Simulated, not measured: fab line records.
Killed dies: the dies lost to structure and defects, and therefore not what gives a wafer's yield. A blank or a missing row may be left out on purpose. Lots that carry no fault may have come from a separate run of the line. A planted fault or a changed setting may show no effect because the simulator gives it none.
The tool behind it: which one?    flow gf180mcu    Sampling: 13 lots, 39 wafers, 4 of 602 route steps

WHAT THE GAUGES SHOWED, per wafer
GF_HV_LDD_THK_MEAS_55.
lot   measured      on             HV_LDD_CVD_54_THK (nm)
L488  day 12 05:25  film metro-01  9.94 9.89 9.93
L489  day 12 15:46  film metro-03  9.98 9.89 9.95
L490  day 12 22:44  film metro-04  9.63 9.78 9.80
L491  day 13 06:02  film metro-03  10.17 10.04 10.14
L492  day 13 13:28  film metro-01  9.85 9.83 9.95
L500  day 16 21:25  film metro-01  9.90 10.04 9.94
L501  day 17 03:52  film metro-01  9.97 9.92 10.00
L503  day 17 21:02  film metro-03  9.89 9.96 9.91
L504  day 17 23:16  film metro-04  9.93 9.88 9.92
L506  day 18 11:52  film metro-04  10.01 10.14 10.13
L508  day 19 01:24  film metro-01  9.97 10.00 9.84
L510  day 19 17:37  film metro-01  9.96 10.02 10.01
L511  day 20 02:35  film metro-01  10.10 10.03 10.04

GF_CONTACT_OVL_MEAS_15.
lot   measured      on          CONTACT_OVL (nm)
L488  day 15 19:45  overlay-02  5 2 -1
L489  day 16 07:30  overlay-02  8 7 -2
L490  day 16 15:43  overlay-01  0 -7 -6
L491  day 17 00:31  overlay-02  12 9 4
L492  day 17 08:22  overlay-02  10 5 17
L500  day 20 22:02  overlay-01  -1 6 4
L501  day 21 06:14  overlay-01  9 7 7
L503  day 21 22:33  overlay-01  -3 1 -7
L504  day 22 01:31  overlay-02  3 3 7
L506  day 22 14:44  overlay-01  -8 -4 -3
L508  day 23 03:53  overlay-02  -1 0 -7
L510  day 23 19:26  overlay-02  5 -4 4
L511  day 24 04:42  overlay-02  2 -3 -2

WHICH TOOL RAN EACH LOT (tool, then ch and the chambers of the sampled wafers, then the start)
lot   GF_LVPWELL_DEVELOP_06             GF_SALICIDE_RTA_06
L488  litho track-03 ch 0, day 3 19:00  rtp anneal-01 ch 0, day 14 20:58
L489  litho track-03 ch 0, day 4 00:00  rtp anneal-02 ch 0, day 15 08:29
L490  litho track-02 ch 0, day 4 06:00  rtp anneal-02 ch 0, day 15 16:20
L491  litho track-04 ch 0, day 4 12:00  rtp anneal-02 ch 0, day 16 00:19
L492  litho track-04 ch 0, day 4 16:00  rtp anneal-01 ch 0, day 16 09:04
L500  litho track-04 ch 0, day 7 00:00  rtp anneal-02 ch 0, day 19 21:19
L501  litho track-04 ch 0, day 7 03:00  rtp anneal-02 ch 0, day 20 05:19
L503  litho track-03 ch 0, day 7 14:00  rtp anneal-01 ch 0, day 20 21:37
L504  litho track-02 ch 0, day 7 14:00  rtp anneal-01 ch 0, day 21 01:03
L506  litho track-03 ch 0, day 8 02:00  rtp anneal-01 ch 0, day 21 14:28
L508  litho track-03 ch 0, day 8 11:00  rtp anneal-02 ch 0, day 22 03:12
L510  litho track-02 ch 0, day 9 01:00  rtp anneal-01 ch 0, day 22 19:25
L511  litho track-02 ch 0, day 9 04:00  rtp anneal-01 ch 0, day 23 04:49
- GF_LVPWELL_DEVELOP_06: develop time 60 s.
- GF_SALICIDE_RTA_06: time 30 s.

WHAT THE TOOLS THEMSELVES READ (means of the sampled wafers that have a number; where no wafer has one, the mark that the record gives instead)
GF_LVPWELL_DEVELOP_06.
lot   tool            developer temp C (C)
L488  litho track-03  23.15
L489  litho track-03  22.91
L490  litho track-02  22.99
L491  litho track-04  22.99
L492  litho track-04  22.96
L500  litho track-04  22.19
L501  litho track-04  22.25
L503  litho track-03  22.95
L504  litho track-02  22.98
L506  litho track-03  22.95
L508  litho track-03  23.01
L510  litho track-02  23.01
L511  litho track-02  22.99

GF_SALICIDE_RTA_06.
lot   tool           lamp power pct (%)  wafer_temp_C_max
L488  rtp anneal-01  6.71                531.4
L489  rtp anneal-02  6.59                532.8
L490  rtp anneal-02  6.58                532.8
L491  rtp anneal-02  6.59                532.4
L492  rtp anneal-01  6.71                531.9
L500  rtp anneal-02  6.58                533.0
L501  rtp anneal-02  6.59                533.0
L503  rtp anneal-01  6.72                532.1
L504  rtp anneal-01  6.72                531.5
L506  rtp anneal-01  6.72                532.0
L508  rtp anneal-02  6.58                533.2
L510  rtp anneal-01  6.71                532.0
L511  rtp anneal-01  6.72                532.3

THE ANSWER, worked out from the rows above alone
Rule: the usual values come from the lots themselves. Put in order of their means at a reading, lots are off if they are a third of the lots or fewer, leave a main group of 4 or more, and stand apart from it by a gap of 3 or more times the standard deviation of the main group's means; of several such gaps the widest counts. A main group is skipped when, at the precision printed for the reading in the tables above, its means are all equal. A lot without any number at a reading at which 4 lots or more have one is off too. Any other lot the step has rows for is counted as sound. Order of review: gauges by route order, followed by the tools' own readings, for which a lot's mean as printed above is used. At the first step where some lot is off, the reading lying furthest off is the one used; lots without a number count as furthest.
Off at GF_LVPWELL_DEVELOP_06 (developer temp C): L500, L501. The main group: mean 22.99 C, standard deviation 0.058.
A tool fits if, at that step or a process step before it, it ran every lot that is off, and no sound lot after the first of them. One fits: GF_LVPWELL_DEVELOP_06 on litho track-04. A fault onset in the window from L492 (day 4 16:00, its last sound lot) to L500 (day 7 00:00, its first lot off) fits.
The tool's own readings at GF_LVPWELL_DEVELOP_06 bear it out: on the lots that are off they differ by more than 5 times the standard deviation of the sound lots' means. developer temp C reads 22.22 C there against 22.99 C on the sound lots.

WHAT THE SIMULATOR HAD PUT IN
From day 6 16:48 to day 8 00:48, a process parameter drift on litho track-04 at GF_LVPWELL_DEVELOP_06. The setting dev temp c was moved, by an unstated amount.
Lots struck among those shown: L500, L501. This agrees with what the rule above found.
